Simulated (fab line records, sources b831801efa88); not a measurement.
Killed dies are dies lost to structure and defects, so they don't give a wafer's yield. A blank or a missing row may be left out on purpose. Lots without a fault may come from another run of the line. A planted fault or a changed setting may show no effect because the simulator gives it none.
Which tool did it? | flow sky130 | 11 lots, 33 wafers sampled, at 7 steps of a route of 708

WHAT THE GAUGES READ, wafer by wafer
SKY_RES_PROTECT_TW_MEAS_08.
lot  | measured     | on            | POLY_GATE_TW
L426 | day 16 06:43 | film_metro-03 | 4054 4078 4073
L433 | day 19 01:35 | film_metro-02 | 3952 3940 3945
L432 | day 19 01:53 | film_metro-01 | 4046 4039 4034
L434 | day 19 01:58 | film_metro-02 | 3938 3927 3928
L435 | day 19 20:49 | film_metro-02 | 3912 3927 3918
L438 | day 21 08:44 | film_metro-02 | 3914 3926 3910
L439 | day 21 07:29 | film_metro-03 | 4005 3981 3987
L440 | day 21 19:09 | film_metro-01 | 4009 4009 4002
L442 | day 22 04:28 | film_metro-03 | 4016 4032 4010
L443 | day 22 21:58 | film_metro-02 | 3945 3930 3943
L444 | day 23 01:28 | film_metro-02 | 3906 3923 3907

SKY_POLY_GATE_OVL_MEAS_14.
lot  | measured     | on         | POLY_GATE_OVL (nm)
L426 | day 17 16:17 | overlay-01 | -7 -3 -5
L433 | day 20 10:33 | overlay-02 | -6 -2 -1
L432 | day 20 11:14 | overlay-02 | -2 -3 4
L434 | day 20 10:53 | overlay-02 | 3 3 -1
L435 | day 21 06:07 | overlay-01 | -3 8 1
L438 | day 22 17:42 | overlay-02 | -4 -10 -1
L439 | day 22 15:20 | overlay-01 | -6 -3 -7
L440 | day 23 03:28 | overlay-01 | -3 5 -1
L442 | day 23 14:17 | overlay-02 | 2 -1 -7
L443 | day 24 05:41 | overlay-02 | -10 -8 -3
L444 | day 24 10:02 | overlay-02 | -4 0 1

SKY_LDD_HVN_OVL_MEAS_07.
lot  | measured     | on         | LDD_HVN_OVL (nm)
L426 | day 21 18:34 | overlay-02 | -1.7 -1.8 -1.7
L433 | day 24 14:17 | overlay-02 | - - -
L432 | day 24 09:52 | overlay-02 | 1.4 4.2 2.6
L434 | day 24 09:53 | overlay-01 | - - -
L435 | day 25 03:47 | overlay-02 | - - -
L438 | day 26 14:29 | overlay-01 | 0.1 0.1 0.1
L439 | day 26 11:19 | overlay-01 | 3.7 3.3 1.8
L440 | day 27 00:11 | overlay-01 | -1.9 0.0 -1.3
L442 | day 27 09:44 | overlay-02 | -1.0 -1.2 0.2
L443 | day 27 23:40 | overlay-02 | 1.7 1.2 -1.3
L444 | day 28 05:22 | overlay-01 | 1.7 -0.1 0.7

SKY_LDD_HVP_TW_MEAS_10.
lot  | measured     | on            | LDD_HVP_TW
L426 | day 23 01:42 | film_metro-02 | 442 441 444
L433 | day 25 20:28 | film_metro-03 | 1438 1439 1443
L432 | day 25 15:30 | film_metro-03 | 453 456 453
L434 | day 25 15:36 | film_metro-02 | 1417 1412 1409
L435 | day 26 09:35 | film_metro-03 | 1439 1428 1425
L438 | day 27 19:20 | film_metro-03 | 452 450 450
L439 | day 27 16:19 | film_metro-02 | 440 440 441
L440 | day 28 05:17 | film_metro-01 | 458 460 457
L442 | day 28 14:43 | film_metro-03 | 450 455 450
L443 | day 29 04:27 | film_metro-01 | 455 456 457
L444 | day 29 09:30 | film_metro-03 | 455 451 452

SKY_LDD_LDN_TW_MEAS_13.
lot  | measured     | on            | LDD_LDN_TW
L426 | day 24 08:28 | film_metro-02 | 1447 1454 1451
L433 | day 27 01:52 | film_metro-02 | 1753 1753 1766
L432 | day 26 20:43 | film_metro-02 | 1433 1441 1428
L434 | day 26 21:25 | film_metro-04 | 1843 1839 1841
L435 | day 27 14:23 | film_metro-01 | 1809 1806 1811
L438 | day 29 00:08 | film_metro-02 | 1453 1451 1459
L439 | day 28 21:27 | film_metro-02 | 1449 1441 1441
L440 | day 29 09:30 | film_metro-02 | 1449 1457 1462
L442 | day 30 10:47 | film_metro-04 | 1493 1495 1493
L443 | day 30 12:44 | film_metro-01 | 1474 1468 1473
L444 | day 30 13:23 | film_metro-04 | 1500 1489 1486

WHICH TOOL RAN EACH LOT (tool, then ch and the chambers of the sampled wafers, then the start)
lot  | SKY_SONOS_ONO_STRIP_17               | SKY_LDD_HVN_COAT_02
L426 | plasma_asher-02 ch 0,1, day 13 18:08 | litho_track-02 ch 0, day 21 02:52
L433 | plasma_asher-02 ch 0,1, day 16 00:50 | litho_track-01, day 23 23:45
L432 | plasma_asher-02 ch 0, day 16 05:56   | litho_track-02 ch 0, day 23 18:13
L434 | plasma_asher-03 ch 0,1, day 16 08:23 | litho_track-01, day 23 18:26
L435 | plasma_asher-03 ch 0,1, day 16 20:53 | litho_track-03, day 24 12:59
L438 | plasma_asher-03 ch 0,1, day 18 06:10 | litho_track-02 ch 0, day 25 23:04
L439 | plasma_asher-04 ch 0,1, day 18 11:27 | litho_track-01 ch 0, day 25 20:29
L440 | plasma_asher-03 ch 0,1, day 18 21:46 | litho_track-01 ch 0, day 26 09:39
L442 | plasma_asher-02 ch 0,1, day 19 11:17 | litho_track-03 ch 0, day 26 19:07
L443 | plasma_asher-03 ch 0,1, day 20 04:32 | litho_track-03 ch 0, day 27 08:55
L444 | plasma_asher-04 ch 0, day 20 05:45   | litho_track-01 ch 0, day 27 14:56
- SKY_SONOS_ONO_STRIP_17: strips in O2/N2.
- SKY_LDD_HVN_COAT_02: resist thk 300 nm.

WHAT THE TOOLS THEMSELVES READ (means of the sampled wafers that have a number; where no wafer has one, the mark that the record gives instead)
SKY_SONOS_ONO_STRIP_17.
lot  | tool            | drypump_motor_current_A (A) | oes_product_au (a.u.) | strip_time_to_endpoint_s (s)
L426 | plasma_asher-02 | 6.2                         | 0.711                 | 14.12
L433 | plasma_asher-02 | 5.8                         | 0.707                 | 14.12
L432 | plasma_asher-02 | 6.8                         | 0.714                 | 14.13
L434 | plasma_asher-03 | 5.6                         | 0.710                 | 14.14
L435 | plasma_asher-03 | 5.6                         | 0.710                 | 14.10
L438 | plasma_asher-03 | 5.6                         | 0.708                 | 14.09
L439 | plasma_asher-04 | 5.3                         | 0.708                 | 14.12
L440 | plasma_asher-03 | 5.3                         | 0.715                 | 14.09
L442 | plasma_asher-02 | 5.8                         | 0.704                 | 14.15
L443 | plasma_asher-03 | 5.6                         | 0.708                 | 14.18
L444 | plasma_asher-04 | 5.6                         | 0.710                 | 14.09

SKY_LDD_HVN_COAT_02.
lot  | tool           | chill_plate_temp_C (C) | dispense_pressure_kPa (kPa)
L426 | litho_track-02 | 22.97                  | 49.8
L433 | litho_track-01 | -                      | -
L432 | litho_track-02 | 22.91                  | 49.8
L434 | litho_track-01 | -                      | -
L435 | litho_track-03 | -                      | -
L438 | litho_track-02 | 22.99                  | 49.7
L439 | litho_track-01 | 23.00                  | 44.5
L440 | litho_track-01 | 23.10                  | 44.5
L442 | litho_track-03 | 22.87                  | 48.9
L443 | litho_track-03 | 23.08                  | 48.9
L444 | litho_track-01 | 22.81                  | 44.5

THE ANSWER, worked out from the rows above alone
Rule: what is usual is taken from the lots themselves. Put in order of their means at a reading, lots are off if they are a third of the lots or fewer, leave a main group of 4 or more, and stand apart from it by a gap of 3 or more times the standard deviation of the main group's means; of several such gaps the widest counts. A main group whose means are all the same, to the digits that the tables above print for the reading, isn't used. A lot without any number at a reading at which 4 lots or more have one is off too. The other lots that the step has rows for count as sound. The gauges are gone through in route order, then the tools' own readings, and for those a lot's mean is taken as printed above. The first step at which some lot is off is used, and at that step the reading that is off furthest; a lot without a number counts as furthest.
Off: L433, L434, L435, at SKY_LDD_HVN_OVL_MEAS_07 (LDD_HVN_OVL). Without a number there: L433, L434, L435. The main group: mean 0.5 nm, standard deviation 1.6.
A tool fits if, at a process step before that reading, it ran every lot that is off, and no sound lot after the first of them. The gauges at SKY_LDD_HVN_OVL_MEAS_07 aren't tried: what is off there is off at SKY_LDD_HVP_TW_MEAS_10 too, on other tools, and a gauge's error can't cause that. None of those tried fits.

WHAT THE SIMULATOR HAD PUT IN
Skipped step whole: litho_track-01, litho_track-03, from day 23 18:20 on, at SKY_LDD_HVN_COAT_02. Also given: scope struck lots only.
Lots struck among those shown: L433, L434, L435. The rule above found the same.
